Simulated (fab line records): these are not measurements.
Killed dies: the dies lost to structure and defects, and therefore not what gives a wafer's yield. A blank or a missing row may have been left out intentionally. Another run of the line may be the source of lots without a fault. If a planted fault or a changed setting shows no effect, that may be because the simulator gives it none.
fab line records ; flow gf180mcu
[record] lots = 14; wafers = 42; lastDay = 34
route steps=602 shown POLY_GATE@175 NSD@243 PSD@258 CONTACT@289
lots with no fault: from the same line, run without faults
startH: the number of hours between the record's first day and the start of the first shown wafer of the lot ; waitH: hours since the lot's step before ; " same as the row above ; L1.1+2: several wafers, shown together as one row ; - value missing, or start not given ; * or withheld: withheld ; < > ~ a bound
route shown NAME@n: names a module that has steps shown in the file, with the first one's number in the route ; usual: mean/standard deviation taken from wafers without a fault ; same: alike in all rows ; chamber/n: place in a boat ; sites: each site's reading ; _std_site: standard deviation across them ; _edge_site: mean of outer sites minus mean of inner sites ; radiusMm: how far each site lies from the wafer's centre ; mask NAME#n: copy n ; behind: the most recent tool/chamber to have shaped the wafer ; hold: why the lot was held/for how many hours/how that ended ; device: which transistor (n, p or np) failed to switch ; end of line: the tests these same wafers got at the end of their route ; a step without rows: its recipe alone ; killed: dies that structure and defects cost at the first sort, which is not the same as the wafer's yield ; map: a wafer's dies, marking killed ones x, the rest . and places with no die _
set.NAME: the setting the step ran with; set.NAME@STEP: the setting that earlier step ran with ; model.NAME: the simulator's own value behind a step, which no gauge read
a sample of lots followed through the steps of the route, with each step as a table and each wafer as a row
services: from which hour (startH, from the record's first day; less than 0 if before it) a tool's chamber was out of use, for how many hours, and why
[[steps]]
[step GF_POLY_GATE_CD_MEAS_18]
[usual] cdNm = 280.0/1.7
lot.wafer;tool;chamber;startH;waitH;cdNm
L948.1;cdSem-02;-;201.23;0.1;280.1
L948.2;cdSem-02;-;201.23;0.1;279.3
L948.6;cdSem-02;-;201.23;0.1;278.2
L949.3;cdSem-01;-;211.34;0.1;280.7
L949.4;cdSem-01;-;211.34;0.1;280.6
L949.5;cdSem-01;-;211.34;0.1;281.9
L950.2;cdSem-01;-;216.30;0.2;279.2
L950.3;cdSem-01;-;216.30;0.2;281.8
L950.6;cdSem-01;-;216.30;0.2;279.4
L951.1;cdSem-01;-;224.33;0.1;281.5
L951.3;cdSem-01;-;224.33;0.1;280.3
L951.6;cdSem-01;-;224.33;0.1;280.0
L952.1;cdSem-02;-;230.33;0.1;280.2
L952.4;cdSem-02;-;230.33;0.1;280.8
L952.6;cdSem-02;-;230.33;0.1;280.1
L953.1;cdSem-01;-;235.88;0.1;281.4
L953.3;cdSem-01;-;235.88;0.1;282.8
L953.6;cdSem-01;-;235.88;0.1;280.1
L955.1;cdSem-01;-;249.31;0.1;282.2
L955.4;cdSem-01;-;249.31;0.1;280.6
L955.6;cdSem-01;-;249.31;0.1;280.4
L957.2;cdSem-02;-;263.38;0.1;282.2
L957.4;cdSem-02;-;263.38;0.1;281.7
L957.5;cdSem-02;-;263.38;0.1;282.0
L960.1;cdSem-01;-;284.27;0.1;280.2
L960.2;cdSem-01;-;284.27;0.1;280.9
L960.4;cdSem-01;-;284.27;0.1;275.6
L961.3;cdSem-02;-;295.44;0.1;276.8
L961.5;cdSem-02;-;295.44;0.1;277.4
L961.6;cdSem-02;-;295.44;0.1;276.8
L968.1;cdSem-01;-;344.77;0.1;279.1
L968.2;cdSem-01;-;344.77;0.1;280.0
L968.4;cdSem-01;-;344.77;0.1;279.6
L969.1;cdSem-02;-;346.02;0.1;280.1
L969.3;cdSem-02;-;346.02;0.1;278.7
L969.5;cdSem-02;-;346.02;0.1;279.8
L970.1;cdSem-02;-;354.32;0.1;278.4
L970.4;cdSem-02;-;354.32;0.1;279.1
L970.5;cdSem-02;-;354.32;0.1;279.1
L971.2;cdSem-01;-;370.21;0.1;282.5
L971.5;cdSem-01;-;370.21;0.1;281.8
L971.6;cdSem-01;-;370.21;0.1;277.2
[step GF_NSD_OVL_MEAS_08]
[usual] NSD_OVL = -0.5/1.4
lot.wafer;tool;chamber;startH;waitH;NSD_OVL[nm]
L948.1;overlay-01;-;299.33;0.1;-1.3
L948.2;overlay-01;-;299.33;0.1;2.0
L948.6;overlay-01;-;299.33;0.1;2.2
L949.3;overlay-01;-;310.35;0.1;-0.2
L949.4;overlay-01;-;310.35;0.1;0.0
L949.5;overlay-01;-;310.35;0.1;-2.0
L950.2;overlay-01;-;315.19;0.1;1.5
L950.3;overlay-01;-;315.19;0.1;-0.8
L950.6;overlay-01;-;315.19;0.1;-1.1
L951.1;overlay-02;-;325.34;0.1;0.0
L951.3;overlay-02;-;325.34;0.1;1.9
L951.6;overlay-02;-;325.34;0.1;2.3
L952.1;overlay-01;-;332.94;0.1;0.4
L952.4;overlay-01;-;332.94;0.1;-0.4
L952.6;overlay-01;-;332.94;0.1;0.9
L953.1;overlay-02;-;337.78;0.1;-1.4
L953.3;overlay-02;-;337.78;0.1;-1.8
L953.6;overlay-02;-;337.78;0.1;-0.4
L955.1;overlay-01;-;355.29;0.1;-1.2
L955.4;overlay-01;-;355.29;0.1;-0.6
L955.6;overlay-01;-;355.29;0.1;-2.3
L957.2;overlay-02;-;371.80;0.1;0.9
L957.4;overlay-02;-;371.80;0.1;-1.9
L957.5;overlay-02;-;371.80;0.1;0.9
L960.1;overlay-01;-;395.43;0.1;-0.5
L960.2;overlay-01;-;395.43;0.1;-1.0
L960.4;overlay-01;-;395.43;0.1;-0.8
L961.3;overlay-02;-;407.65;0.1;0.4
L961.5;overlay-02;-;407.65;0.1;-0.9
L961.6;overlay-02;-;407.65;0.1;0.4
L968.1;overlay-02;-;464.29;0.1;-0.9
L968.2;overlay-02;-;464.29;0.1;-1.5
L968.4;overlay-02;-;464.29;0.1;-0.4
L969.1;overlay-01;-;466.17;0.1;1.8
L969.3;overlay-01;-;466.17;0.1;-0.2
L969.5;overlay-01;-;466.17;0.1;-0.6
L970.1;overlay-01;-;474.63;0.1;0.4
L970.4;overlay-01;-;474.63;0.1;-0.5
L970.5;overlay-01;-;474.63;0.1;-0.6
L971.2;overlay-01;-;493.39;0.1;0.2
L971.5;overlay-01;-;493.39;0.1;-0.9
L971.6;overlay-01;-;493.39;0.1;-1.1
[step GF_NSD_STRIP_11]
[recipe] chemistry = O2/N2; powerW = 1400; pressureMtorr = 1500; platenTempC = 250; o2FlowSccm = 3000; n2FlowSccm = 300; overashFraction = 0.5
[usual] chamberPressureMTorr = 1499.8/1.2; drypumpMotorCurrentA = 5.9/0.3; heaterPowerW = 307/24; oesProductAu = 0.487/0.0049; overashFraction = 0.5/0; stripTimeToEndpointS = 22.96/0.036
lot.wafer;tool;chamber;startH;waitH;chamberPressureMTorr;drypumpMotorCurrentA;heaterPowerW;oesProductAu;overashFraction;rfHoursCounterH;stripTimeToEndpointS
L948.1;plasmaAsher-02;0;299.66;0.1;1499.4;6.5;329;0.484;0.5;50;23.05
L948.2;plasmaAsher-02;1;299.66;0.1;1499.8;5.7;308;0.488;0.5;50;23.06
L948.6;plasmaAsher-02;0;299.66;0.1;1500.9;6.4;333;0.487;0.5;-;23.02
L949.3;plasmaAsher-04;0;310.71;0.1;1500.1;6.0;338;0.479;0.5;-;22.94
L949.4;plasmaAsher-04;1;310.71;0.1;1501.2;5.4;288;0.488;0.5;-;22.94
L949.5;plasmaAsher-04;0;310.71;0.1;1500.3;6.0;346;0.484;0.5;-;22.97
L950.2;plasmaAsher-03;1;315.52;0.1;1500.1;5.8;297;0.483;0.5;22;22.97
L950.3;plasmaAsher-03;1;315.52;0.1;1498.9;5.9;294;0.486;0.5;-;22.95
L950.6;plasmaAsher-03;1;315.52;0.1;1501.7;5.9;291;0.480;0.5;-;22.98
L951.1;plasmaAsher-03;0;325.67;0.1;1497.5;5.8;280;0.490;0.5;23;22.96
L951.3;plasmaAsher-03;1;325.67;0.1;1499.4;5.9;288;0.485;0.5;-;22.99
L951.6;plasmaAsher-03;1;325.67;0.1;1500.3;5.9;293;0.490;0.5;-;22.96
L952.1;plasmaAsher-02;1;333.28;0.1;1498.9;5.7;316;0.483;0.5;53;22.96
L952.4;plasmaAsher-02;1;333.28;0.1;1498.5;5.7;315;0.482;0.5;-;22.97
L952.6;plasmaAsher-02;0;333.28;0.1;1499.5;6.4;321;0.489;0.5;-;22.95
L953.1;plasmaAsher-03;1;338.11;0.1;1501.3;5.9;296;0.485;0.5;24;22.94
L953.3;plasmaAsher-03;1;338.11;0.1;1500.9;5.8;293;0.480;0.5;-;22.95
L953.6;plasmaAsher-03;0;338.11;0.1;1498.1;5.7;285;0.485;0.5;-;22.92
L955.1;plasmaAsher-02;0;355.63;0.1;1499.9;6.4;333;0.487;0.5;56;22.89
L955.4;plasmaAsher-02;0;355.63;0.1;1499.2;6.4;334;0.497;0.5;-;22.90
L955.6;plasmaAsher-02;0;355.63;0.1;1498.3;6.4;330;0.484;0.5;-;22.94
L957.2;plasmaAsher-03;1;372.13;0.1;1499.5;5.9;294;0.486;0.5;27;22.97
L957.4;plasmaAsher-03;0;372.13;0.1;1500.1;5.7;275;0.495;0.5;-;22.96
L957.5;plasmaAsher-03;1;372.13;0.1;1500.7;5.8;297;0.492;0.5;-;22.95
L960.1;plasmaAsher-02;0;395.77;0.1;-;-;-;-;-;-;-
L960.2;plasmaAsher-02;1;395.77;0.1;-;-;-;-;-;-;-
L960.4;plasmaAsher-02;0;395.77;0.1;-;-;-;-;-;-;-
L961.3;plasmaAsher-02;1;408.00;0.1;-;-;-;-;-;-;-
L961.5;plasmaAsher-02;0;408.00;0.1;-;-;-;-;-;-;-
L961.6;plasmaAsher-02;1;408.00;0.1;-;-;-;-;-;-;-
L968.1;plasmaAsher-04;1;464.63;0.1;1499.1;5.5;276;0.496;0.5;3;22.99
L968.2;plasmaAsher-04;0;464.63;0.1;1500.9;6.0;344;0.490;0.5;3;22.99
L968.4;plasmaAsher-04;0;464.63;0.1;1500.4;6.0;352;0.491;0.5;-;23.01
L969.1;plasmaAsher-02;0;466.51;0.1;1498.4;6.5;326;0.485;0.5;68;22.95
L969.3;plasmaAsher-02;0;466.51;0.1;1500.4;6.4;325;0.491;0.5;-;22.98
L969.5;plasmaAsher-02;1;466.51;0.1;1498.8;5.7;318;0.485;0.5;-;22.94
L970.1;plasmaAsher-02;1;474.97;0.1;1502.0;5.7;321;0.485;0.5;69;22.95
L970.4;plasmaAsher-02;0;474.97;0.1;1501.0;6.5;329;0.482;0.5;-;22.94
L970.5;plasmaAsher-02;0;474.97;0.1;1498.7;6.5;332;0.488;0.5;-;22.93
L971.2;plasmaAsher-04;0;493.72;0.1;1498.2;6.1;341;0.484;0.5;7;22.99
L971.5;plasmaAsher-04;1;493.72;0.1;1500.4;5.5;294;0.484;0.5;-;23.00
L971.6;plasmaAsher-04;0;493.72;0.1;1501.5;6.1;346;0.482;0.5;-;23.00
[step GF_PSD_STRIP_10]
[recipe] chemistry = O2/N2; powerW = 1400; pressureMtorr = 1500; platenTempC = 250; o2FlowSccm = 3000; n2FlowSccm = 300; overashFraction = 0.5
[usual] chamberPressureMTorr = 1500.0/1.3; drypumpMotorCurrentA = 5.85/0.23; heaterPowerW = 309/20; oesProductAu = 0.592/0.0046; stripTimeToEndpointS = 16.55/0.039
[same] overashFraction = 0.5
lot.wafer;tool;chamber;startH;waitH;chamberPressureMTorr;drypumpMotorCurrentA;heaterPowerW;oesProductAu;rfHoursCounterH;stripTimeToEndpointS
L948.1;plasmaAsher-03;1;320.59;0.1;1498.7;5.87;295;0.586;22;16.50
L948.2;plasmaAsher-03;0;320.59;0.1;1501.4;5.79;280;0.592;22;16.51
L948.6;plasmaAsher-03;1;320.59;0.1;1500.3;5.85;298;0.588;-;16.55
L949.3;plasmaAsher-01;0;331.19;0.1;1497.9;5.71;320;0.594;-;16.51
L949.4;plasmaAsher-01;1;331.19;0.1;1502.1;6.13;318;0.593;-;16.56
L949.5;plasmaAsher-01;0;331.19;0.1;1499.0;5.69;312;0.597;-;16.53
L950.2;plasmaAsher-04;1;337.06;0.1;1500.5;5.49;285;0.595;70;16.55
L950.3;plasmaAsher-04;1;337.06;0.1;1499.2;5.50;288;0.596;-;16.54
L950.6;plasmaAsher-04;0;337.06;0.1;1503.2;6.07;341;0.587;-;16.54
L951.1;plasmaAsher-01;1;347.23;0.1;1499.2;6.14;308;0.591;65;16.51
L951.3;plasmaAsher-01;0;347.23;0.1;1500.5;5.71;312;0.594;-;16.59
L951.6;plasmaAsher-01;1;347.23;0.1;1500.1;6.13;310;0.590;-;16.53
L952.1;plasmaAsher-04;0;354.98;0.1;1499.2;6.12;342;0.593;72;16.49
L952.4;plasmaAsher-04;0;354.98;0.1;1499.4;6.10;350;0.593;-;16.51
L952.6;plasmaAsher-04;0;354.98;0.1;1499.4;6.10;338;0.590;-;16.51
L953.1;plasmaAsher-04;1;360.18;0.1;1501.2;5.48;297;0.596;73;16.58
L953.3;plasmaAsher-04;1;360.18;0.1;1500.7;5.49;289;0.598;-;16.62
L953.6;plasmaAsher-04;0;360.18;0.1;1497.1;6.07;333;0.590;-;16.56
L955.1;plasmaAsher-03;0;378.62;0.1;1499.9;5.74;279;0.589;28;16.59
L955.4;plasmaAsher-03;0;378.62;0.1;1499.9;5.73;280;0.591;-;16.58
L955.6;plasmaAsher-03;0;378.62;0.1;1499.4;5.76;275;0.589;-;16.56
L957.2;plasmaAsher-01;1;394.72;0.1;1499.3;6.10;304;0.598;69;16.53
L957.4;plasmaAsher-01;1;394.72;0.1;1500.7;6.10;309;0.592;-;16.56
L957.5;plasmaAsher-01;0;394.72;0.1;1499.2;5.70;318;0.588;-;16.59
L960.1;plasmaAsher-03;0;419.33;0.1;1500.7;5.79;286;0.653;32;31.50
L960.2;plasmaAsher-03;1;419.33;0.1;1500.7;5.86;298;0.657;32;31.51
L960.4;plasmaAsher-03;1;419.33;0.1;1498.9;5.85;286;0.661;-;31.51
L961.3;plasmaAsher-01;1;432.05;0.1;1496.5;6.16;310;0.656;-;31.41
L961.5;plasmaAsher-01;0;432.05;0.1;1497.8;5.71;314;0.655;-;31.50
L961.6;plasmaAsher-01;1;432.05;0.1;1500.4;6.14;312;0.665;-;31.52
L968.1;plasmaAsher-01;0;488.85;0.1;1501.0;5.71;316;0.602;80;16.52
L968.2;plasmaAsher-01;1;488.85;0.1;1499.0;6.09;312;0.594;80;16.55
L968.4;plasmaAsher-01;1;488.85;0.1;1501.7;6.11;314;0.599;-;16.54
L969.1;plasmaAsher-04;1;490.70;0.1;1498.0;5.46;284;0.592;7;16.58
L969.3;plasmaAsher-04;0;490.70;0.1;1500.8;6.05;345;0.600;-;16.59
L969.5;plasmaAsher-04;0;490.70;0.1;1499.7;6.04;342;0.590;-;16.65
L970.1;plasmaAsher-04;1;499.12;0.1;1501.4;5.47;291;0.586;8;16.54
L970.4;plasmaAsher-04;1;499.12;0.1;1502.2;5.49;285;0.590;-;16.62
L970.5;plasmaAsher-04;0;499.12;0.1;1497.9;6.11;334;0.591;-;16.60
L971.2;plasmaAsher-01;1;517.27;0.1;1499.2;6.14;313;0.594;83;16.45
L971.5;plasmaAsher-01;0;517.27;0.1;1499.4;5.71;302;0.594;-;16.43
L971.6;plasmaAsher-01;1;517.27;0.1;1499.5;6.12;315;0.585;-;16.49
[step GF_PSD_TW_MEAS_11]
[usual] PSD_TW = 3188/29
lot.wafer;tool;chamber;startH;waitH;PSD_TW
L948.1;filmMetro-04;-;320.69;0.1;3235
L948.2;filmMetro-04;-;320.69;0.1;3230
L948.6;filmMetro-04;-;320.69;0.1;3230
L949.3;filmMetro-03;-;331.28;0.1;3141
L949.4;filmMetro-03;-;331.28;0.1;3156
L949.5;filmMetro-03;-;331.28;0.1;3142
L950.2;filmMetro-04;-;337.17;0.1;3195
L950.3;filmMetro-04;-;337.17;0.1;3200
L950.6;filmMetro-04;-;337.17;0.1;3218
L951.1;filmMetro-04;-;347.33;0.1;3223
L951.3;filmMetro-04;-;347.33;0.1;3210
L951.6;filmMetro-04;-;347.33;0.1;3203
L952.1;filmMetro-04;-;355.08;0.1;3211
L952.4;filmMetro-04;-;355.08;0.1;3213
L952.6;filmMetro-04;-;355.08;0.1;3207
L953.1;filmMetro-01;-;360.28;0.1;3217
L953.3;filmMetro-01;-;360.28;0.1;3190
L953.6;filmMetro-01;-;360.28;0.1;3200
L955.1;filmMetro-03;-;378.72;0.1;3127
L955.4;filmMetro-03;-;378.72;0.1;3149
L955.6;filmMetro-03;-;378.72;0.1;3142
L957.2;filmMetro-03;-;394.83;0.1;3158
L957.4;filmMetro-03;-;394.83;0.1;3139
L957.5;filmMetro-03;-;394.83;0.1;3141
L960.1;filmMetro-03;-;419.43;0.1;30
L960.2;filmMetro-03;-;419.43;0.1;30
L960.4;filmMetro-03;-;419.43;0.1;30
L961.3;filmMetro-01;-;432.14;0.1;30
L961.5;filmMetro-01;-;432.14;0.1;30
L961.6;filmMetro-01;-;432.14;0.1;30
L968.1;filmMetro-04;-;488.95;0.1;3215
L968.2;filmMetro-04;-;488.95;0.1;3204
L968.4;filmMetro-04;-;488.95;0.1;3191
L969.1;filmMetro-04;-;490.80;0.1;3202
L969.3;filmMetro-04;-;490.80;0.1;3196
L969.5;filmMetro-04;-;490.80;0.1;3186
L970.1;filmMetro-04;-;499.22;0.1;3191
L970.4;filmMetro-04;-;499.22;0.1;3190
L970.5;filmMetro-04;-;499.22;0.1;3208
L971.2;filmMetro-01;-;517.38;0.1;3196
L971.5;filmMetro-01;-;517.38;0.1;3204
L971.6;filmMetro-01;-;517.38;0.1;3180
[step GF_CONTACT_CVD_02]
[recipe] material = SiO2; targetThkNm = 860; precursor = TEOS; tempC = 400; timeS = 95.992; rfW = 600
[usual] heaterPowerOuterW = 381/70; heaterPowerW = 620/110
lot.wafer;tool;chamber;startH;waitH;heaterPowerOuterW;heaterPowerW
L948.1;pecvd-02;2;342.38;0.1;451;801
L948.2;pecvd-02;1;342.38;0.1;398;640
L948.6;pecvd-02;1;342.38;0.1;316;506
L949.3;pecvd-04;2;354.09;0.0;369;565
L949.4;pecvd-04;2;354.09;0.0;384;589
L949.5;pecvd-04;0;354.09;0.0;433;662
L950.2;pecvd-02;0;360.28;0.0;463;754
L950.3;pecvd-02;2;360.28;0.0;486;845
L950.6;pecvd-02;0;360.28;0.0;505;814
L951.1;pecvd-04;1;370.98;0.1;349;552
L951.3;pecvd-04;0;370.98;0.1;405;669
L951.6;pecvd-04;1;370.98;0.1;394;626
L952.1;pecvd-02;1;378.88;0.1;375;605
L952.4;pecvd-02;1;378.88;0.1;401;626
L952.6;pecvd-02;2;378.88;0.1;452;766
L953.1;pecvd-02;1;383.71;0.1;375;574
L953.3;pecvd-02;0;383.71;0.1;508;789
L953.6;pecvd-02;2;383.71;0.1;509;821
L955.1;pecvd-03;0;403.60;0.1;267;450
L955.4;pecvd-03;1;403.60;0.1;326;544
L955.6;pecvd-03;2;403.60;0.1;293;530
L957.2;pecvd-03;0;419.28;0.0;294;492
L957.4;pecvd-03;2;419.28;0.0;288;532
L957.5;pecvd-03;0;419.28;0.0;226;387
L960.1;pecvd-03;1;444.60;0.1;300;525
L960.2;pecvd-03;0;444.60;0.1;229;398
L960.4;pecvd-03;2;444.60;0.1;289;524
L961.3;pecvd-02;1;457.97;0.0;402;620
L961.5;pecvd-02;0;457.97;0.0;510;819
L961.6;pecvd-02;1;457.97;0.0;308;491
L968.1;pecvd-03;1;514.23;0.1;358;606
L968.2;pecvd-03;2;514.23;0.1;393;673
L968.4;pecvd-03;2;514.23;0.1;287;534
L969.1;pecvd-04;0;515.94;0.1;470;734
L969.3;pecvd-04;2;515.94;0.1;398;607
L969.5;pecvd-04;2;515.94;0.1;307;485
L970.1;pecvd-04;2;523.38;0.1;349;523
L970.4;pecvd-04;2;523.38;0.1;378;582
L970.5;pecvd-04;0;523.38;0.1;357;587
L971.2;pecvd-02;2;541.83;0.0;390;710
L971.5;pecvd-02;2;541.83;0.0;436;775
L971.6;pecvd-02;1;541.83;0.0;360;588
[[services]]
tool;chamber;startH;hours;kind
plasmaAsher-03;-;303.75;0.5;repair
pecvd-02;2;322.41;13.6;repair
plasmaAsher-04;-;332.35;0.9;repair
plasmaAsher-03;-;343.68;4.5;repair
plasmaAsher-01;-;348.17;2.1;repair
pecvd-04;2;365.52;9.4;repair
pecvd-03;-;368.88;14.0;pm
pecvd-03;0;368.88;14.0;ventCycle
plasmaAsher-03;-;379.46;2.8;pm
pecvd-04;-;383.11;2.8;pm
pecvd-03;0;387.27;5.3;repair
pecvd-02;-;408.72;1.2;repair
pecvd-04;2;409.33;4.5;repair
plasmaAsher-04;-;421.25;9.0;pm
plasmaAsher-04;0;421.25;9.0;ventCycle
plasmaAsher-04;1;421.25;9.0;ventCycle
plasmaAsher-04;0;430.25;-;clean
plasmaAsher-04;1;430.25;-;clean
plasmaAsher-03;-;440.58;0.4;repair
pecvd-04;-;456.34;0.4;repair
plasmaAsher-02;-;461.29;2.0;repair
plasmaAsher-03;-;468.62;28.1;pm
pecvd-02;2;495.82;3.6;repair
pecvd-03;-;511.90;2.2;repair
[[key]]
[firstSign] step = GF_NSD_STRIP_11; reading = toolRecord; direction = missing
[effect] step = GF_PSD_STRIP_10; reading = stripTimeToEndpointS; direction = up; sigmas = 99+; usual = *; struck = *
[effect] step = GF_PSD_TW_MEAS_11; reading = PSD_TW; direction = down; sigmas = 99+; usual = 3188; struck = 30
metAt GF_NSD_STRIP_11
struckLots L960,L961
sortLeftOut L960.1,L960.2,L960.4,L961.3,L961.5,L961.6
testerLeftOut L960,L961
notActingAt GF_POLY_GATE_CD_MEAS_18,GF_NSD_OVL_MEAS_08,GF_CONTACT_CVD_02
onsetBetween 355.63 395.77
[fault] kind = skippedStepWhole; tool = plasmaAsher-02; chamber = -; onsetH = 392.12; steps = GF_NSD_STRIP_11; scope = struckLotsOnly
// testerLeftOut: of these lots the tester's yield and bins aren't shown, on N5 and GAA mostly nor the transistor test; their killed dies are dies lost to structure and defects alone, not to doping, threshold or leakage, so they don't give the yield
// sortLeftOut: the simulated sort isn't trusted on such a fault, so these wafers' sort isn't shown, and their yield isn't known
